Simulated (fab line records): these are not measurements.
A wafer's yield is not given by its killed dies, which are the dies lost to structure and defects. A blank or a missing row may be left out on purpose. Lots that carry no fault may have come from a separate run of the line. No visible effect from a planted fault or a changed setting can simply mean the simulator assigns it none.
A struck lot beside a sound one || flow sky130 || 16 out of 708 route steps
Sound: the wafers L722.3, L722.5, L722.6. The struck wafers were L727.2, L727.3, L727.6. At the end, the cause is stated.
At each step with rows: each side's tool, then ch and its chambers, then its first start. Under that, the readings that differ: sound wafers || struck wafers || difference of the means || sigmas: that difference in standard deviations of wafers without a fault.
alike: same words and numbers on both sides, and readings whose means sit less than 2 such deviations apart. not compared: any withheld reading, any reading some wafer has no value for, any bound like >300 that may hide the same value, and any number with overlapping values for which the record gives no deviation.
Wherever a step has rows on one side only, a row that says differs or no value, or a row with sigmas, the two part there. When numbers do not overlap yet have no deviation, they are printed without sigmas and do not part them. A reading that every wafer of one side lacks parts them only if that side has two wafers or more.

first, 3 steps without rows for these wafers: SKY_SONOS_TUNNEL_EXPOSE_04 (exposes mask TUNM, target cd 410 nm); SKY_SONOS_TUNNEL_PEB_05; SKY_SONOS_TUNNEL_DEVELOP_06 (develop time 60 s).
SKY_SONOS_TUNNEL_CD_MEAS_07 targets a cd of 410 nm.
  sound on cd_sem-01 at day 12 20:29; struck on cd_sem-02 at day 14 20:40
  alike: cd_nm
SKY_SONOS_TUNNEL_OVL_MEAS_08:
  sound on overlay-01 at day 12 20:34; struck on overlay-02 at day 14 20:47
  alike: SONOS_TUNNEL_OVL
then, 3 steps without rows for these wafers: SKY_SONOS_TUNNEL_IMPLANT_09; SKY_SONOS_TUNNEL_WET_ETCH_10 (etches SiO2 in dHF, target depth 14 nm, time 280 s); SKY_SONOS_TUNNEL_STRIP_11 (strips in SPM, time 600 s).
SKY_SONOS_TUNNEL_TW_MEAS_12:
  sound on film_metro-04 at day 12 21:08; struck on film_metro-02 at day 14 21:24
  alike: SONOS_TUNNEL_TW
then, 2 steps without rows for these wafers: SKY_SONOS_TUNNEL_CLEAN_13 (cleans in dHF, time 20 s); SKY_SONOS_ONO_OXIDATION_00 (stabilise 600 s, purge 300 s, target thk 2.6 nm).
SKY_SONOS_ONO_THK_MEAS_01:
  sound on film_metro-02 at day 12 23:25; struck on film_metro-04 at day 14 23:56
  alike: SONOS_ONO_OXIDATION_THK
SKY_SONOS_ONO_CVD_02: deposits Si3N4 from DCS/NH3, target thk 10.5 nm, time 180 s.
  sound on lpcvd-02 ch 1, day 13 01:16; struck on lpcvd-02 ch 1, day 14 23:59
{"reading": "model.Si3N4_of_SONOS_ONO_CVD_02.thk_nm (nm)", "sound": "10.51 10.44 10.52", "struck": "11.79 11.76 11.76", "difference": "+1.28", "sigmas": ""}
SKY_SONOS_ONO_THK_MEAS_03:
  sound on film_metro-02 at day 13 02:20; struck on film_metro-04 at day 15 01:03
{"reading": "SONOS_ONO_CVD_02_THK (nm)", "sound": "10.46 10.39 10.48", "struck": "11.73 11.79 11.74", "difference": "+1.31", "sigmas": "+11"}
then, 1 step without rows for these wafers: SKY_SONOS_ONO_CVD_04 (deposits SiO2 from SiH4/N2O, target thk 5.7199 nm).
-- record jumps: 33 days separate the struck wafers' starts on either side; left off in module SONOS_ONO, taken up again in module PAD_OPEN, whose first shown step is the route's number 708 --
SKY_PAD_OPEN_PROBE_99:
  sound on prober-01 at day 47 05:58; struck on prober-01 at day 48 07:11
{"reading": "model.etest.sonos_uncharged.r_on_ohm_um", "sound": "804.1 805 804.6", "struck": "822.9 828.7 831.2", "difference": "+23.0", "sigmas": ""}
{"reading": "model.etest.cap_ono.gate_log10_a_cm2", "sound": "-7.343 -7.306 -7.341", "struck": "-8.071 -7.923 -8.12", "difference": -0.708, "sigmas": ""}
{"reading": "model.etest.cap_ono.gate_bv_v (V)", "sound": "15.45 16.21 15.62", "struck": "16.27 16.5 17.02", "difference": "+0.84", "sigmas": ""}
{"reading": "model.etest.cap_ono.tox_acc_nm (nm)", "sound": "12.4 12.4 12.35", "struck": "12.96 12.89 13", "difference": "+0.57", "sigmas": ""}
{"reading": "model.etest.sonos_programmed.vt_v (V)", "sound": "1.683 1.684 1.696", "struck": "1.401 1.44 1.442", "difference": -0.260, "sigmas": ""}
{"reading": "model.etest.sonos_erased.vt_v (V)", "sound": "-2.451 -2.403 -2.431", "struck": "-2.152 -2.26 -2.194", "difference": "+0.226", "sigmas": ""}
{"reading": "model.etest.sonos_baked.vt_v (V)", "sound": "1.109 1.136 1.136", "struck": "0.9902 1.01 0.9844", "difference": -0.1321, "sigmas": ""}
{"reading": "model.etest.sonos_baked.vt_less_v (V)", "sound": "-0.5737 -0.5478 -0.5599", "struck": "-0.4106 -0.4294 -0.4575", "difference": "+0.1280", "sigmas": ""}
  alike: killed_at_M0_to_M3, killed_at_M4_up, killed_at_contacts, killed_at_front_end, killed_at_other, killed_dies, killed_open, killed_short

WHERE THEY PART
Only at SKY_SONOS_ONO_THK_MEAS_03, within this record. Later steps at which nothing parts them and some readings are alike: SKY_PAD_OPEN_PROBE_99.

WHY: what the simulator had put in
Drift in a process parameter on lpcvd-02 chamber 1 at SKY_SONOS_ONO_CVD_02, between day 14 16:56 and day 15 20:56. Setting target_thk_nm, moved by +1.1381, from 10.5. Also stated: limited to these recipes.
